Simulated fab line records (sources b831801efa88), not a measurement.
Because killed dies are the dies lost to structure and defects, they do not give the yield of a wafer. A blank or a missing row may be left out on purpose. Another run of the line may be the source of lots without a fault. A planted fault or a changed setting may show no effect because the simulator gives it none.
Lot-split experiment / flow sky130 / 23 wafers read across 5 lots, on a route 708 steps long

== THE SPLIT ITSELF ==
At SKY_LOCAL_INTERCONNECT_COAT_05 (resist thk 60 nm), the setting resist thk nm was moved away from the recipe's 60 nm on 8 of the 23 wafers read, by -5.0% to +3.7%. The other wafers ran this setting at the recipe's value.

Split to reading: the file shows no intervening step.

== THE READING ==
oes product au, in a.u., at SKY_LOCAL_INTERCONNECT_ETCH_13 (etches BARC in N2/H2, stops on SiO2, time 45.9 s, target depth 60 nm). On this fab line, fault-free wafers typically give 0.855 a.u. with a standard deviation of 0.0046 a.u.

wafer=L077.1; tool, chamber at the split=litho track-01, 0; resist thk nm as run, nm=61.35; against the recipe=+2.2%; oes product au, a.u.=0.871; against lot-mates on the recipe=+0.020
wafer=L077.2; tool, chamber at the split=litho track-01, 0; resist thk nm as run, nm=61.35; against the recipe=+2.2%; oes product au, a.u.=0.870; against lot-mates on the recipe=+0.019
wafer=L077.3; tool, chamber at the split=litho track-01, 0; resist thk nm as run, nm=60; against the recipe=recipe; oes product au, a.u.=0.848; against lot-mates on the recipe=-
wafer=L077.4; tool, chamber at the split=litho track-01, 0; resist thk nm as run, nm=60; against the recipe=recipe; oes product au, a.u.=0.859; against lot-mates on the recipe=-
wafer=L077.6; tool, chamber at the split=litho track-01, 0; resist thk nm as run, nm=60; against the recipe=recipe; oes product au, a.u.=0.845; against lot-mates on the recipe=-
wafer=L074.1; tool, chamber at the split=litho track-01, 0; resist thk nm as run, nm=60; against the recipe=recipe; oes product au, a.u.=0.862; against lot-mates on the recipe=-
wafer=L074.4; tool, chamber at the split=litho track-01, 0; resist thk nm as run, nm=60; against the recipe=recipe; oes product au, a.u.=0.855; against lot-mates on the recipe=-
wafer=L074.5; tool, chamber at the split=litho track-01, 0; resist thk nm as run, nm=60; against the recipe=recipe; oes product au, a.u.=0.856; against lot-mates on the recipe=-
wafer=L078.1; tool, chamber at the split=litho track-03, 0; resist thk nm as run, nm=60; against the recipe=recipe; oes product au, a.u.=0.855; against lot-mates on the recipe=-
wafer=L078.2; tool, chamber at the split=litho track-03, 0; resist thk nm as run, nm=62.21; against the recipe=+3.7%; oes product au, a.u.=0.873; against lot-mates on the recipe=+0.019
wafer=L078.3; tool, chamber at the split=litho track-03, 0; resist thk nm as run, nm=62.21; against the recipe=+3.7%; oes product au, a.u.=0.880; against lot-mates on the recipe=+0.026
wafer=L078.4; tool, chamber at the split=litho track-03, 0; resist thk nm as run, nm=62.21; against the recipe=+3.7%; oes product au, a.u.=0.876; against lot-mates on the recipe=+0.022
wafer=L078.5; tool, chamber at the split=litho track-03, 0; resist thk nm as run, nm=60; against the recipe=recipe; oes product au, a.u.=0.853; against lot-mates on the recipe=-
wafer=L082.1; tool, chamber at the split=litho track-01, 0; resist thk nm as run, nm=57.01; against the recipe=-5.0%; oes product au, a.u.=0.833; against lot-mates on the recipe=-0.021
wafer=L082.2; tool, chamber at the split=litho track-01, 0; resist thk nm as run, nm=57.01; against the recipe=-5.0%; oes product au, a.u.=0.832; against lot-mates on the recipe=-0.022
wafer=L082.3; tool, chamber at the split=litho track-01, 0; resist thk nm as run, nm=60; against the recipe=recipe; oes product au, a.u.=0.855; against lot-mates on the recipe=-
wafer=L082.4; tool, chamber at the split=litho track-01, 0; resist thk nm as run, nm=57.01; against the recipe=-5.0%; oes product au, a.u.=0.833; against lot-mates on the recipe=-0.021
wafer=L082.5; tool, chamber at the split=litho track-01, 0; resist thk nm as run, nm=60; against the recipe=recipe; oes product au, a.u.=0.853; against lot-mates on the recipe=-
wafer=L083.1; tool, chamber at the split=litho track-03, 0; resist thk nm as run, nm=60; against the recipe=recipe; oes product au, a.u.=0.855; against lot-mates on the recipe=-
wafer=L083.2; tool, chamber at the split=litho track-03, 0; resist thk nm as run, nm=60; against the recipe=recipe; oes product au, a.u.=0.851; against lot-mates on the recipe=-
wafer=L083.4; tool, chamber at the split=litho track-03, 0; resist thk nm as run, nm=60; against the recipe=recipe; oes product au, a.u.=0.859; against lot-mates on the recipe=-
wafer=L083.5; tool, chamber at the split=litho track-03, 0; resist thk nm as run, nm=60; against the recipe=recipe; oes product au, a.u.=0.861; against lot-mates on the recipe=-
wafer=L083.6; tool, chamber at the split=litho track-03, 0; resist thk nm as run, nm=60; against the recipe=recipe; oes product au, a.u.=0.860; against lot-mates on the recipe=-

THE FIT
A straight line over all 23 wafers: oes product au changes by +0.0051 a.u. for each +1% of resist thk nm; r = +0.94; the points scatter about the line by 0.0043 a.u.
The same after taking each lot's own level away (the mean of its wafers on the recipe; 23 wafers): +0.00522 a.u. for each +1%; r = +0.95; scatter 0.0043 a.u.
That fit puts the effect of the largest move of resist thk nm on the reading at 0.026 a.u.
Across the lots, their own levels run from 0.8507 to 0.8577 a.u., a range of 1.5 times the standard deviation given above.
Consequently the slope shifts little with the lot-to-lot level, the two slopes agreeing.
Check: for one of the wafers moved furthest among these (-5.0%), held out of the fit, the line's prediction against its lot-mates is -0.0253 a.u. Against them it came out at -0.021 a.u.

== THE OTHER SPLITS THESE WAFERS WENT THROUGH ==
These wafers also went through other splits before the reading. Each is held against what the fit with the lots' levels taken away leaves over:
other split on the same wafers=SKY_SD_N_IMPLANT_09 energy kev; wafers away from the commonest value=10; r with oes product au (lot level and that fit taken away)=+0.05
other split on the same wafers=SKY_SALICIDE_CLEAN_00 time s; wafers away from the commonest value=15; r with oes product au (lot level and that fit taken away)=+0.31
other split on the same wafers=SKY_LI_CONTACT_CMP_02 leave above ref nm; wafers away from the commonest value=7; r with oes product au (lot level and that fit taken away)=-0.05
other split on the same wafers=SKY_LI_CONTACT_EXPOSE_09 dose mj; wafers away from the commonest value=6; r with oes product au (lot level and that fit taken away)=-0.02
other split on the same wafers=SKY_LI_CONTACT_SPUTTER_19 time s; wafers away from the commonest value=10; r with oes product au (lot level and that fit taken away)=-0.12

== FILE'S OWN FIT ==
oes product au changes by +0.00536 a.u. for each +1% of resist thk nm, r = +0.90.
